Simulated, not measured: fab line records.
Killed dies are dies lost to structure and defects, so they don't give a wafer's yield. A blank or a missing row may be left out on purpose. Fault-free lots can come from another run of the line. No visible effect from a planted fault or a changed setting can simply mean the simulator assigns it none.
fab line records    flow sky130
[record] lots = 7  wafers = 21  last_day = 50
route steps=708 shown FIELD_ISO@1 PAD_OPEN@708
lots that met no fault: taken from a fault-free run of the same line
start_h: the number of hours between the record's first day and the start of the first shown wafer of the lot    wait_h: hours from the lot's prior step to this one    " identical to the entry in the row above    L1.1+2: a row that stands for several wafers    - no value, or no start given    * or withheld: withheld    < > ~ a bound
route shown NAME@n: a module of which the file shows steps, and the number in the route of the first    usual: average and standard deviation across the fault-free wafers    same: alike in all rows    chamber/n: place in a boat    sites: the reading at each site    _std_site: the standard deviation of these    _edge_site: the outer-site mean with the inner-site mean subtracted    radius_mm: for every site, how far away it sits from the centre of the wafer    mask NAME#n: copy n    behind: the most recent tool/chamber to have shaped the wafer    hold: why the lot went on hold/how many hours it stayed there/how the hold came to an end    device: which transistor (n, p or np) failed to switch    end of line: the same wafers' tests at the end of the route    step lacking rows: just its recipe    killed: not the wafer's yield, but the dies lost to structure and defects at the first sort    map: the dies of a wafer, with x for killed, . for not killed, _ for no die there
set.NAME: the setting that was run; set.NAME@STEP: the one run at that earlier step    model.NAME: the simulator's own value behind a step, which no gauge read
lots seen at some steps along the route; tables by step, rows by wafer
services: a tool's chamber out of use, with start hour (start_h, from the record's first day; less than 0 if before it), hours out, and reason
[[steps]]
[step SKY_FIELD_ISO_BOW_MEAS_00]
[recipe] mode = bow
[usual] INCOMING_BOW = 1/6.1
lot.wafer  tool           chamber  start_h  wait_h  INCOMING_BOW[um]
L265.1     film_metro-01  -        35.00    -       -1
L265.5     "              -        "        "       3
L265.6     "              -        "        "       -4
L268.1     film_metro-01  -        50.00    -       6
L268.3     "              -        "        "       5
L268.6     "              -        "        "       9
L271.1     film_metro-04  -        65.00    -       6
L271.4     "              -        "        "       4
L271.5     "              -        "        "       -1
L272.3     film_metro-04  -        70.04    -       -3
L272.5     "              -        "        "       -2
L272.6     "              -        "        "       -2
L273.1     film_metro-04  -        75.00    -       -2
L273.3     "              -        "        "       2
L273.4     "              -        "        "       6
L275.1     film_metro-01  -        85.00    -       4
L275.3     "              -        "        "       8
L275.6     "              -        "        "       5
L283.3     film_metro-04  -        125.04   -       7
L283.4     "              -        "        "       -5
L283.5     "              -        "        "       14
[step SKY_FIELD_ISO_OXIDATION_01]
[recipe] temp_c = 900  ambient = O2  stabilise_s = 600  purge_s = 300  target_thk_a = 120  ox_time_s = 1843
[usual] ox_temp_c = 899.9/0.39  ox_temp_c_max = 905.4/1.4  zone_power_top_pct = 35.1/1.1
lot.wafer  tool        chamber  start_h  wait_h  ox_temp_c  ox_temp_c_max  zone_power_top_pct
L265.1     furnace-02  0        36.32    1.3     900.2      907.8          36.6
L265.5     "           0        "        "       899.3      906.2          36.8
L265.6     "           0        "        "       899.9      906.5          35.7
L268.1     furnace-02  0        50.82    0.8     899.9      906.5          36.1
L268.3     "           0        "        "       899.8      905.8          35.8
L268.6     "           0        "        "       899.3      906.3          37.1
L271.1     furnace-01  -        65.12    0.1     -          -              -
L271.4     "           -        "        "       -          -              -
L271.5     "           -        "        "       -          -              -
L272.3     furnace-02  -        70.75    0.7     -          -              -
L272.5     "           -        "        "       -          -              -
L272.6     "           -        "        "       -          -              -
L273.1     furnace-01  -        76.14    1.1     -          -              -
L273.3     "           -        "        "       -          -              -
L273.4     "           -        "        "       -          -              -
L275.1     furnace-01  0        85.12    0.1     899.6      904.2          34.9
L275.3     "           0        "        "       899.8      905.3          34.1
L275.6     "           0        "        "       900.0      904.5          34.5
L283.3     furnace-02  0        128.18   3.1     900.2      907.7          36.6
L283.4     "           0        "        "       899.7      905.1          36.1
L283.5     "           0        "        "       899.7      906.2          35.6
[step SKY_FIELD_ISO_CVD_03]
[recipe] material = Si3N4  precursor = DCS/NH3  target_thk_nm = 165  temp_c = 770  time_s = 2830  pressure_mtorr = 250
[step SKY_PAD_OPEN_PROBE_99]
lot.wafer  tool       chamber  start_h  wait_h  model.etest.pfet_16v.r_on_ohm_um  model.etest.res_iso_pwell.rs_ohm_sq  model.etest.res_iso_pwell.line_ohm_um  model.etest.cap_li_to_poly.c_af_um2  model.etest.cap_poly_to_well.c_af_um2  model.etest.field_p.vt_v  model.etest.field_n.vt_v  model.etest.diode_pdiff_fingers.leak_log10_a_cm2
L265.1     prober-02  -        1106.57  0.1     1.519e+04                         3026                                 1148                                   97.5                                 92.91                                  -40.59                    35.66                     -6.409
L265.5     prober-02  -        1106.77  0.2     1.521e+04                         3063                                 1175                                   96.44                                89.88                                  -40.95                    35.99                     -6.727
L265.6     prober-02  -        1106.82  0.2     1.511e+04                         3001                                 1129                                   96.2                                 91.14                                  -40.47                    35.66                     -6.767
L268.1     prober-01  -        1126.85  0.1     1.536e+04                         2972                                 1112                                   96.73                                92.66                                  -41.1                     35.82                     -6.461
L268.3     prober-01  -        1126.95  0.2     1.533e+04                         3078                                 1169                                   96.81                                93.55                                  -42.08                    36.33                     -6.647
L268.6     prober-01  -        1127.10  0.2     1.502e+04                         2919                                 1110                                   97.88                                90.97                                  -40.48                    35.65                     -6.557
L271.1     prober-02  -        1138.45  0.1     1.484e+04                         3140                                 1175                                   93.37                                91.45                                  -37.38                    35.22                     -5.956
L271.4     prober-02  -        1138.60  0.2     1.463e+04                         3074                                 1157                                   92.25                                96.57                                  -36.84                    35.1                      -5.964
L271.5     prober-02  -        1138.65  0.2     1.477e+04                         3171                                 1182                                   92.5                                 94.35                                  -37.37                    35.14                     -5.891
L272.3     prober-01  -        1145.06  0.2     1.456e+04                         2860                                 1066                                   92.67                                95.92                                  -39.12                    34.4                      -5.891
L272.5     prober-01  -        1145.16  0.2     1.475e+04                         2888                                 1073                                   93.2                                 95.02                                  -39.32                    34.56                     -5.934
L272.6     prober-01  -        1145.21  0.2     1.438e+04                         2713                                 1026                                   94.35                                95.45                                  -37.82                    33.57                     -5.776
L273.1     prober-02  -        1151.95  0.1     1.49e+04                          2992                                 1123                                   94.76                                94.38                                  -38.79                    34.78                     -5.813
L273.3     prober-02  -        1152.05  0.2     1.465e+04                         2867                                 1096                                   93.67                                95                                     -37.89                    34.53                     -5.971
L273.4     prober-02  -        1152.10  0.2     1.501e+04                         2984                                 1127                                   95.89                                95.55                                  -39.03                    35.01                     -5.728
L275.1     prober-02  -        1160.51  0.1     1.529e+04                         3077                                 1177                                   96.78                                89.94                                  -42.91                    35.93                     -6.528
L275.3     prober-02  -        1160.61  0.2     1.489e+04                         2887                                 1090                                   96.83                                94.11                                  -41.48                    35.28                     -6.96
L275.6     prober-02  -        1160.76  0.2     1.515e+04                         3071                                 1153                                   102.2                                91.69                                  -42.81                    35.95                     -6.241
L283.3     prober-02  -        1197.93  0.2     1.494e+04                         2903                                 1084                                   95.85                                92.63                                  -41.84                    35.66                     -6.571
L283.4     prober-02  -        1197.98  0.2     1.504e+04                         2904                                 1090                                   93.12                                88.95                                  -41.94                    35.81                     -6.554
L283.5     prober-02  -        1198.03  0.2     1.504e+04                         2971                                 1127                                   98.66                                90.93                                  -42.49                    36.2                      -6.552
// killed by level:class
L265.1 VIA1:geometric_particle:open=16 CONTACT:geometric_particle:open=12 METAL2:geometric_particle:short=9 METAL1:geometric_particle:short=8 LI_CONTACT:geometric_particle:open=7 VIA3:geometric_particle:open=7 CONTACT:geometric_particle:short=5 VIA1:geometric_particle:short=5
L265.5 VIA1:geometric_particle:open=11 VIA1:geometric_particle:short=7 CONTACT:geometric_particle:open=7 LI_CONTACT:geometric_particle:open=6 CONTACT:geometric_particle:short=6 METAL2:geometric_particle:short=6 POLY_GATE:geometric_particle:short=5 METAL3:geometric_particle:short=5
L265.6 VIA1:geometric_particle:open=9 METAL1:geometric_particle:short=8 VIA3:geometric_particle:open=8 CONTACT:geometric_particle:short=7 VIA2:geometric_particle:open=7 POLY_GATE:geometric_particle:open=5 LOCAL_INTERCONNECT:geometric_particle:short=5 CONTACT:geometric_particle:open=5
L268.1 VIA1:geometric_particle:open=11 CONTACT:geometric_particle:open=8 VIA1:geometric_particle:short=8 METAL1:geometric_particle:short=7 METAL2:geometric_particle:short=5 LI_CONTACT:geometric_particle:open=4 LI_CONTACT:geometric_particle:short=4 VIA3:geometric_particle:open=4
L268.3 VIA1:geometric_particle:open=9 LI_CONTACT:geometric_particle:open=8 VIA3:geometric_particle:open=7 CONTACT:geometric_particle:open=7 VIA2:geometric_particle:open=7 VIA1:geometric_particle:short=6 LOCAL_INTERCONNECT:geometric_particle:short=4 METAL1:geometric_particle:short=4
L268.6 VIA3:geometric_particle:open=16 VIA1:geometric_particle:open=12 CONTACT:geometric_particle:open=11 METAL4:geometric_particle:short=9 LI_CONTACT:geometric_particle:open=6 VIA2:geometric_particle:open=5 METAL2:geometric_particle:short=4 CONTACT:geometric_particle:short=3
L275.1 METAL2:geometric_particle:short=10 LI_CONTACT:geometric_particle:open=7 VIA3:geometric_particle:open=7 POLY_GATE:geometric_particle:open=6 METAL1:geometric_particle:short=6 FIELD_ISO:geometric_particle:short=5 FIELD_ISO:geometric_particle:open=5 VIA1:geometric_particle:short=5
L275.3 VIA1:geometric_particle:open=16 VIA3:geometric_particle:open=8 CONTACT:geometric_particle:short=7 VIA2:geometric_particle:open=7 LI_CONTACT:geometric_particle:open=6 VIA1:geometric_particle:short=6 METAL2:geometric_particle:short=5 FIELD_ISO:geometric_particle:open=4
L275.6 VIA1:geometric_particle:open=10 METAL2:geometric_particle:short=10 LI_CONTACT:geometric_particle:open=8 CONTACT:geometric_particle:open=8 METAL1:geometric_particle:short=8 VIA2:geometric_particle:open=6 VIA1:geometric_particle:short=5 FIELD_ISO:geometric_particle:short=4
L283.3 CONTACT:geometric_particle:open=10 VIA1:geometric_particle:open=9 VIA2:geometric_particle:open=8 VIA3:geometric_particle:open=7 FIELD_ISO:geometric_particle:short=5 VIA3:geometric_particle:short=5 VIA2:geometric_particle:short=4 LI_CONTACT:geometric_particle:open=4
L283.4 CONTACT:geometric_particle:open=9 VIA1:geometric_particle:open=9 VIA2:geometric_particle:open=8 FIELD_ISO:geometric_particle:short=7 LOCAL_INTERCONNECT:geometric_particle:short=7 VIA1:geometric_particle:short=7 LI_CONTACT:geometric_particle:open=6 METAL4:geometric_particle:short=5
L283.5 CONTACT:geometric_particle:open=10 VIA2:geometric_particle:open=7 VIA1:geometric_particle:open=7 METAL3:geometric_particle:short=7 LI_CONTACT:geometric_particle:open=5 FIELD_ISO:geometric_particle:short=4 CONTACT:geometric_particle:short=4 METAL1:geometric_particle:short=4
[[services]]
tool        chamber  start_h  hours  kind
furnace-02  -        59.77    2.8    pm
furnace-01  -        86.63    4.0    pm
furnace-02  -        124.06   2.6    pm
[[key]]
[first_sign] step = SKY_FIELD_ISO_OXIDATION_01  reading = tool_record  direction = missing
effect none on later readings
[model_effect] step = SKY_PAD_OPEN_PROBE_99  value = etest.pfet_16v.r_on_ohm_um  without = 1.521e+04  struck = 1.472e+04
met_at SKY_FIELD_ISO_OXIDATION_01
struck_wafers L271.1,L271.4,L271.5,L272.3,L272.5,L272.6,L273.1,L273.3,L273.4
later_rows_left_out L271.1,L271.4,L271.5,L272.3,L272.5,L272.6,L273.1,L273.3,L273.4
sort_left_out L271.1,L271.4,L271.5,L272.3,L272.5,L272.6,L273.1,L273.3,L273.4
tester_left_out L271,L272,L273
onset_between 50.82 65.12
[fault] kind = skipped_step_whole  tool = furnace-01,furnace-02  chamber = -  onset_h = 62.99  steps = SKY_FIELD_ISO_OXIDATION_01  scope = struck_lots_only
// tester_left_out: of these lots the tester's yield and bins aren't shown, on N5 and GAA mostly nor the transistor test; their killed dies are dies lost to structure and defects alone, not to doping, threshold or leakage, so they don't give the yield
// sort_left_out: the simulated sort isn't trusted on such a fault, so these wafers' sort isn't shown, and their yield isn't known
// later_rows_left_out: the simulator's readings of these wafers behind a module that went badly wrong aren't trusted and aren't shown, but for the sort
